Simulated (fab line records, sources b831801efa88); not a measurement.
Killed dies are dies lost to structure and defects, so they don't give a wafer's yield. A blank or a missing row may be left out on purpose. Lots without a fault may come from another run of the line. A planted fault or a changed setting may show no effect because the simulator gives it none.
Problem report in the 8D (eight disciplines) form, filled by code | flow sky130 | the parts of the form that need people (team, actions taken, sign-off) are left out

1. THE PROBLEM
run_length_s at SKY_METAL1_ETCH_18 reads a mean of 79.5 s on 1 wafer of 1 lot; wafers without a fault read 74.3 s with a standard deviation of 0.42. That is +12 standard deviations from the usual mean.
The step: etches BARC in N2/H2, stops on SiO2, time 45.9 s, target depth 60 nm.
First seen on wafer L830.6, day 36 13:23, on rie_metal-03. The record holds 15 wafers of 5 lots with a number at this step. Rule for "out", or "out of limits": more than 4 standard deviations from the usual mean. The other wafers with a number count as sound.

2. WHAT IT IS AND WHAT IT IS NOT
question                    | is                           | is not
which readings at this step | run_length_s, oes_product_au | drypump_motor_current_A, he_backside_leak_sccm, n2_flow_sccm, throttle_valve_pct
which lots                  | L830                         | L822, L823, L834, L838
which wafers of those lots  | L830.6                       | L830.1, L830.5
read on which tools         | rie_metal-03                 | rie_metal-02, rie_metal-04
when                        | from day 36 13:23            | up to then (8 sound wafers); but 6 sound wafers of L834, L838 came after

3. SUSPECTS, AND WHAT RULES EACH OUT
Counting: a tool at a process step up to the reading stays a suspect if it ran every lot that is out. Sound lots after the first of them don't rule it out here, since some wafers of a struck lot are sound.
- rie_metal-03 at SKY_METAL1_DESCUM_17 (chemistry O2, time 8 s): kept. It ran the lot that is out, L830 (day 36 13:21); its last sound lot up to then is L822 (day 33 23:11).
- rie_metal-03 at SKY_METAL1_ETCH_18 (etches BARC in N2/H2, stops on SiO2, time 45.9 s, target depth 60 nm): kept. It ran the lot that is out, L830 (day 36 13:23); its last sound lot up to then is L822 (day 33 23:13). Its own readings are out on those wafers: oes_product_au, run_length_s.
- Within rie_metal-03 at SKY_METAL1_DESCUM_17: the wafers that are out ran in chamber 1; their sound lot-mates ran in chamber 0.
- Within rie_metal-03 at SKY_METAL1_ETCH_18: the wafers that are out ran in chamber 1; their sound lot-mates ran in chamber 0.
Left after counting: rie_metal-03 at SKY_METAL1_DESCUM_17, rie_metal-03 at SKY_METAL1_ETCH_18.

4. THE CAUSE (what the simulator had put in)
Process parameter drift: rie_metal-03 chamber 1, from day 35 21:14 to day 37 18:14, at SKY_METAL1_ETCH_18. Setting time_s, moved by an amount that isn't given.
Counting left 2 suspects, and this tool is among them.

5. THE CHAIN OF EFFECTS, in route order
Each row: a reading whose mean over the struck wafers that have a number lies more than 3 standard deviations from the usual. Only readings for which the record gives a usual standard deviation are gone through. hours: the time from each lot's start at the first step in this table that gives one to its start at this step, as a median over the lots. sigmas: the change in usual standard deviations.
hours | step               | reading        | usual      | on struck wafers | change | sigmas
0     | SKY_METAL1_ETCH_18 | oes_product_au | 0.855 a.u. | 0.800            | -0.055 | -12
0     | SKY_METAL1_ETCH_18 | run_length_s   | 74.3 s     | 79.5             | +5.2   | +12
The process steps in it:
- SKY_METAL1_ETCH_18: etches BARC in N2/H2, stops on SiO2, time 45.9 s, target depth 60 nm.

6. WHAT WOULD HAVE CAUGHT IT SOONER
In this record the first reading out of limits was taken at day 36 13:23, 16 hours after the fault began at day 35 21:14.
